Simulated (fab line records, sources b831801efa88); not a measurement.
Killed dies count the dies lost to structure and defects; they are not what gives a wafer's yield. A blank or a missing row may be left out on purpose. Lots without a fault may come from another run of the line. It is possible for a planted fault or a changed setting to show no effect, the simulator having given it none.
Check for tools in common || flow gf180mcu || 33 wafers sampled across 11 lots

THE REASON FOR OPENING IT
GF_MVPSD_TW_MEAS_11, reading MVPSD_TW: flagged on 2 of 11 lots. Wafers without a fault read 551, standard deviation 5.6.
Rule: flag the lot when none of its wafers has a number, or when each of its wafers that has one lies beyond 4 standard deviations from that mean. All remaining lots are regarded as sound.

{"lot": "L254", "measured": "day 5 11:41", "on": "film-metro-02", "MVPSD_TW, wafer by wafer": "551 547 550", "flag": ""}
{"lot": "L256", "measured": "day 5 21:58", "on": "film-metro-03", "MVPSD_TW, wafer by wafer": "684 685 684", "flag": "FLAGGED"}
{"lot": "L257", "measured": "day 6 01:08", "on": "film-metro-02", "MVPSD_TW, wafer by wafer": "686 687 687", "flag": "FLAGGED"}
{"lot": "L264", "measured": "day 7 21:57", "on": "film-metro-02", "MVPSD_TW, wafer by wafer": "555 554 553", "flag": ""}
{"lot": "L265", "measured": "day 8 02:59", "on": "film-metro-03", "MVPSD_TW, wafer by wafer": "546 546 546", "flag": ""}
{"lot": "L266", "measured": "day 8 07:09", "on": "film-metro-02", "MVPSD_TW, wafer by wafer": "555 554 552", "flag": ""}
{"lot": "L268", "measured": "day 8 20:35", "on": "film-metro-03", "MVPSD_TW, wafer by wafer": "549 550 545", "flag": ""}
{"lot": "L270", "measured": "day 9 05:01", "on": "film-metro-02", "MVPSD_TW, wafer by wafer": "547 551 551", "flag": ""}
{"lot": "L272", "measured": "day 9 19:34", "on": "film-metro-03", "MVPSD_TW, wafer by wafer": "546 543 547", "flag": ""}
{"lot": "L274", "measured": "day 10 08:53", "on": "film-metro-02", "MVPSD_TW, wafer by wafer": "551 554 554", "flag": ""}
{"lot": "L275", "measured": "day 10 10:26", "on": "film-metro-02", "MVPSD_TW, wafer by wafer": "550 552 552", "flag": ""}
The mean of the flagged lots' numbers is 686, +134 from the usual (+24 standard deviations).

WHICH TOOL EACH LOT WENT THROUGH
The record holds 1 process step before the reading, out of a route of 602 steps. Cell contents, in order: the tool; ch with the chambers the sampled wafers went through; the start.
{"lot": "L254", "flag": "", "GF_LVPWELL_COAT_02": "litho-track-01 ch 0, day 3 23:53"}
{"lot": "L256", "flag": "FLAGGED", "GF_LVPWELL_COAT_02": "litho-track-01, day 4 08:26"}
{"lot": "L257", "flag": "FLAGGED", "GF_LVPWELL_COAT_02": "litho-track-01, day 4 12:10"}
{"lot": "L264", "flag": "", "GF_LVPWELL_COAT_02": "litho-track-02 ch 0, day 6 04:28"}
{"lot": "L265", "flag": "", "GF_LVPWELL_COAT_02": "litho-track-02 ch 0, day 6 10:31"}
{"lot": "L266", "flag": "", "GF_LVPWELL_COAT_02": "litho-track-02 ch 0, day 6 15:01"}
{"lot": "L268", "flag": "", "GF_LVPWELL_COAT_02": "litho-track-02 ch 0, day 7 01:58"}
{"lot": "L270", "flag": "", "GF_LVPWELL_COAT_02": "litho-track-01 ch 0, day 7 10:34"}
{"lot": "L272", "flag": "", "GF_LVPWELL_COAT_02": "litho-track-02 ch 0, day 8 01:02"}
{"lot": "L274", "flag": "", "GF_LVPWELL_COAT_02": "litho-track-01 ch 0, day 8 12:10"}
{"lot": "L275", "flag": "", "GF_LVPWELL_COAT_02": "litho-track-02 ch 0, day 8 15:22"}
What is done by these steps:
- GF_LVPWELL_COAT_02: resist thk 3000 nm.
- GF_MVPSD_TW_MEAS_11

FLAGGED OVER TOTAL, TOOL BY TOOL (the gauges that took the reading come last)
{"step": "GF_LVPWELL_COAT_02", "tool": "litho-track-01", "lots run": 5, "flagged": 2, "share of the flagged lots": "all", "sound lots run after its first flagged lot": "2 (L270,L274)"}
{"step": "GF_LVPWELL_COAT_02", "tool": "litho-track-02", "lots run": 6, "flagged": 0, "share of the flagged lots": "none", "sound lots run after its first flagged lot": "-"}
{"step": "GF_MVPSD_TW_MEAS_11", "tool": "film-metro-02", "lots run": 7, "flagged": 1, "share of the flagged lots": "some", "sound lots run after its first flagged lot": "5 (L264,L266,L270,L274,L275)"}
{"step": "GF_MVPSD_TW_MEAS_11", "tool": "film-metro-03", "lots run": 4, "flagged": 1, "share of the flagged lots": "some", "sound lots run after its first flagged lot": "3 (L265,L268,L272)"}

WHAT THE TABLE PERMITS
In the table, 1 row covers all flagged lots: litho-track-01 at GF_LVPWELL_COAT_02.
- litho-track-01 at GF_LVPWELL_COAT_02 ran 5 lots, 2 of them flagged. Sound lots ran on it after the first flagged one (L270, L274), which a lasting fault on the whole tool wouldn't allow. On the flagged lots its readings are blank where sound lots have values: chill-plate-temp-C, dispense-pressure-kPa, resist-line-temp-C.
No row of the table ran every flagged lot and no sound lot after the first.

WHAT THE SIMULATOR HAD PUT IN
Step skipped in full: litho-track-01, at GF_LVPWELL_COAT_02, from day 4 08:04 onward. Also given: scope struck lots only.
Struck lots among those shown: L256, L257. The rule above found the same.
